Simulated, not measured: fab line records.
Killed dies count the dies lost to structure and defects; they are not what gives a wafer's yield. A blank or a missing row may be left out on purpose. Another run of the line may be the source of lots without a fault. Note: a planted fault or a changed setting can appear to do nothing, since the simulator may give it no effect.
Chamber matching | flow gf180mcu | GF_V4_CMP_26 on cmp-02: 4 sister chambers
The step polishes, stops on SiO2, t overpolish 15 s, target thk 0 nm. 16 wafers are shown with their chamber, then 8 later ones without.

## EACH WAFER AND ITS CHAMBER
wafer  | chamber | motorCurrentA (A) | timeToEndpointS (s) | overpolishRunS (s)
L964.1 | 2       | 11.8              | 81                  | 15.000
L964.5 | 0       | 10.9              | 75                  | 15.002
L964.6 | 1       | 15.0              | 82                  | 15.022
L966.2 | 1       | 14.3              | 80                  | 15.000
L966.3 | 3       | 10.1              | 76                  | 15.012
L966.4 | 0       | 11.4              | 77                  | 15.001
L968.2 | 0       | 11.1              | 76                  | 15.002
L968.4 | 1       | 15.1              | 80                  | 15.010
L968.5 | 2       | 11.7              | 84                  | 15.002
L969.1 | 0       | 11.1              | 77                  | 14.993
L969.5 | 3       | 9.4               | 79                  | 15.007
L969.6 | 2       | 12.2              | 84                  | 14.980
L971.1 | 1       | 14.7              | 88                  | 15.002
L971.3 | 3       | 9.0               | 81                  | 15.014
L971.6 | 1       | 15.1              | 84                  | 15.010
L975.2 | 2       | 12.0              | 85                  | 14.990

SIGNATURES (averages over the wafers above)
reading         | chamber 0 | chamber 1 | chamber 2 | chamber 3 | scatter within a chamber
motorCurrentA   | 11.125    | 14.840    | 11.925    | 9.500     | 0.338
timeToEndpointS | 76.25     | 82.80     | 83.50     | 78.67     | 2.4
overpolishRunS  | 14.99950  | 15.00880  | 14.99300  | 15.01100  | 0.00759
Rule: for each reading, subtract the chamber's mean from the wafer's reading, divide by that reading's scatter and square the result; add these up over the readings and take the root, which gives the wafer's distance from the chamber. The wafer belongs to the nearest chamber; if the next one is less than 2 further off, it can't be placed. How the scatter is found: for the shown wafers, subtract from each reading the mean of its chamber, square and add these, divide the total by (wafers less chambers), then take the root.

## WAFERS MISSING THEIR CHAMBER
wafer  | motorCurrentA (A) | timeToEndpointS (s) | overpolishRunS (s)
L975.4 | 11.6              | 79                  | 15.006
L975.5 | 9.8               | 82                  | 14.991
L979.2 | 14.7              | 86                  | 15.006
L979.4 | 11.1              | 81                  | 15.005
L979.6 | 10.7              | 84                  | 15.008
L980.1 | 14.9              | 87                  | 15.000
L980.2 | 12.1              | 88                  | 15.001
L980.3 | 11.4              | 79                  | 15.005

## WHICH CHAMBER EACH ONE RAN IN
wafer  | from the rows above          | in truth
L975.4 | can't be placed: 0 or 2      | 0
L975.5 | can't be placed: 3 or 0      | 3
L979.2 | 1                            | 1
L979.4 | can't be placed: 0 or 2      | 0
L979.6 | can't be placed: 0 or 2 or 3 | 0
L980.1 | 1                            | 1
L980.2 | 2                            | 2
L980.3 | can't be placed: 0 or 2      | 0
Correct placement for 3 of the 8. Unplaceable from these rows: 5, with the true chamber sitting among the candidates in 5. Number placed wrongly: 0.
